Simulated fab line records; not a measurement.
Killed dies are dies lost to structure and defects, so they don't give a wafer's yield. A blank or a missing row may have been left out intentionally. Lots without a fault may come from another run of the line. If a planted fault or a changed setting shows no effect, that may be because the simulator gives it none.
Shared-tool check / flow gf180mcu / 42 wafers sampled across 13 lots

## WHY IT WAS OPENED
1 of 13 lots carry a flag on the reading PSD_TW at GF_PSD_TW_MEAS_11. Fault-free wafers read 3171, with a standard deviation of 19.
Rule: a lot gets a flag if all its wafers with a number sit over 4 standard deviations from that mean, or if no wafer of it has a number. The other lots count as sound.

lot=L698; measured=day 15 05:43; on=film metro-04; PSD_TW, wafer by wafer=3167 3170 3170; flag=
lot=L699; measured=day 15 15:28; on=film metro-04; PSD_TW, wafer by wafer=3176 3172 3178; flag=
lot=L700; measured=day 16 02:19; on=film metro-01; PSD_TW, wafer by wafer=3160 3176 3171; flag=
lot=L701; measured=day 16 15:41; on=film metro-04; PSD_TW, wafer by wafer=3164 3148 3165; flag=
lot=L702; measured=day 16 17:40; on=film metro-01; PSD_TW, wafer by wafer=3176 3181 3173; flag=
lot=L703; measured=day 17 08:02; on=film metro-04; PSD_TW, wafer by wafer=3159 3165 3158; flag=
lot=L704; measured=day 17 22:44; on=film metro-04; PSD_TW, wafer by wafer=3156 3157 3186; flag=
lot=L705; measured=day 18 00:24; on=film metro-04; PSD_TW, wafer by wafer=3126 3139 3139; flag=
lot=L707; measured=day 18 11:43; on=film metro-03; PSD_TW, wafer by wafer=3176 3169 3173; flag=
lot=L708; measured=day 19 05:23; on=film metro-04; PSD_TW, wafer by wafer=30 30 30 30 30 30; flag=FLAGGED
lot=L716; measured=day 21 15:32; on=film metro-04; PSD_TW, wafer by wafer=3146 3168 3159; flag=
lot=L717; measured=day 22 03:58; on=film metro-03; PSD_TW, wafer by wafer=3186 3197 3174; flag=
lot=L718; measured=day 22 14:09; on=film metro-04; PSD_TW, wafer by wafer=3173 3147 3153; flag=
On average the flagged lots read 30, which is -3141 against the usual, or -99 or more standard deviations.

## WHICH TOOL EACH LOT WENT THROUGH
Before the reading, the record contains 2 process steps out of a 602-step route. Cell contents, in order: the tool; ch with the chambers the sampled wafers went through; the start.
lot=L698; flag=; GF_HV_LDD_RTA_52=rtp anneal-01 ch 0, day 13 09:04; GF_PSD_EXPOSE_04=iline stepper-01 ch 0, day 14 19:07
lot=L699; flag=; GF_HV_LDD_RTA_52=rtp anneal-02 ch 0, day 13 18:43; GF_PSD_EXPOSE_04=iline stepper-01 ch 0, day 15 05:22
lot=L700; flag=; GF_HV_LDD_RTA_52=rtp anneal-02 ch 0, day 14 03:31; GF_PSD_EXPOSE_04=iline stepper-01 ch 0, day 15 14:43
lot=L701; flag=; GF_HV_LDD_RTA_52=rtp anneal-02 ch 0, day 14 17:01; GF_PSD_EXPOSE_04=iline stepper-01 ch 0, day 16 04:18
lot=L702; flag=; GF_HV_LDD_RTA_52=rtp anneal-01 ch 0, day 14 18:23; GF_PSD_EXPOSE_04=iline stepper-01 ch 0, day 16 06:19
lot=L703; flag=; GF_HV_LDD_RTA_52=rtp anneal-02 ch 0, day 15 08:08; GF_PSD_EXPOSE_04=iline stepper-01 ch 0, day 16 20:27
lot=L704; flag=; GF_HV_LDD_RTA_52=rtp anneal-02 ch 0, day 15 22:15; GF_PSD_EXPOSE_04=iline stepper-01 ch 0, day 17 10:23
lot=L705; flag=; GF_HV_LDD_RTA_52=rtp anneal-01 ch 0, day 15 23:23; GF_PSD_EXPOSE_04=iline stepper-01 ch 0, day 17 12:01
lot=L707; flag=; GF_HV_LDD_RTA_52=rtp anneal-02 ch 0, day 16 09:41; GF_PSD_EXPOSE_04=iline stepper-01 ch 0, day 17 23:41
lot=L708; flag=FLAGGED; GF_HV_LDD_RTA_52=rtp anneal-01 ch 0, day 17 02:49; GF_PSD_EXPOSE_04=iline stepper-02 ch 0, day 18 17:11
lot=L716; flag=; GF_HV_LDD_RTA_52=rtp anneal-01 ch 0, day 19 11:16; GF_PSD_EXPOSE_04=iline stepper-02 ch 0, day 21 03:43
lot=L717; flag=; GF_HV_LDD_RTA_52=rtp anneal-01 ch 0, day 20 00:49; GF_PSD_EXPOSE_04=iline stepper-02 ch 0, day 21 15:46
lot=L718; flag=; GF_HV_LDD_RTA_52=rtp anneal-01 ch 0, day 20 10:41; GF_PSD_EXPOSE_04=iline stepper-02 ch 0, day 22 01:52
What is done by these steps:
- GF_HV_LDD_RTA_52: time 10 s.
- GF_PSD_EXPOSE_04: exposes mask Pplus, target cd 400 nm.
- GF_PSD_TW_MEAS_11

## FLAGGED OVER TOTAL, TOOL BY TOOL (the gauges that took the reading come last)
step=GF_HV_LDD_RTA_52; tool=rtp anneal-01; lots run=7; flagged=1; share of the flagged lots=all; sound lots run after its first flagged lot=3 (L716,L717,L718)
step=GF_HV_LDD_RTA_52; tool=rtp anneal-02; lots run=6; flagged=0; share of the flagged lots=none; sound lots run after its first flagged lot=-
step=GF_PSD_EXPOSE_04; tool=iline stepper-01; lots run=9; flagged=0; share of the flagged lots=none; sound lots run after its first flagged lot=-
step=GF_PSD_EXPOSE_04; tool=iline stepper-02; lots run=4; flagged=1; share of the flagged lots=all; sound lots run after its first flagged lot=3 (L716,L717,L718)
step=GF_PSD_TW_MEAS_11; tool=film metro-01; lots run=2; flagged=0; share of the flagged lots=none; sound lots run after its first flagged lot=-
step=GF_PSD_TW_MEAS_11; tool=film metro-03; lots run=2; flagged=0; share of the flagged lots=none; sound lots run after its first flagged lot=-
step=GF_PSD_TW_MEAS_11; tool=film metro-04; lots run=9; flagged=1; share of the flagged lots=all; sound lots run after its first flagged lot=2 (L716,L718)

## WHAT THE TABLE ALLOWS
rtp anneal-01 at GF_HV_LDD_RTA_52, iline stepper-02 at GF_PSD_EXPOSE_04 and film metro-04 at GF_PSD_TW_MEAS_11: these 3 rows of the table ran every flagged lot.
- rtp anneal-01 at GF_HV_LDD_RTA_52: 1 of its 7 lots flagged. After the first flagged lot (L716, L717, L718), sound lots still ran on it; a lasting fault on the whole tool would not permit that.
- iline stepper-02 at GF_PSD_EXPOSE_04: 1 of its 4 lots flagged. After the first flagged lot (L716, L717, L718), sound lots still ran on it; a lasting fault on the whole tool would not permit that.
- film metro-04 at GF_PSD_TW_MEAS_11: 1 of its 9 lots flagged. After the first flagged lot (L716, L718), sound lots still ran on it; a lasting fault on the whole tool would not permit that.
No row of the table ran every flagged lot and no sound lot after the first.

## WHAT WAS PUT IN BY THE SIMULATOR
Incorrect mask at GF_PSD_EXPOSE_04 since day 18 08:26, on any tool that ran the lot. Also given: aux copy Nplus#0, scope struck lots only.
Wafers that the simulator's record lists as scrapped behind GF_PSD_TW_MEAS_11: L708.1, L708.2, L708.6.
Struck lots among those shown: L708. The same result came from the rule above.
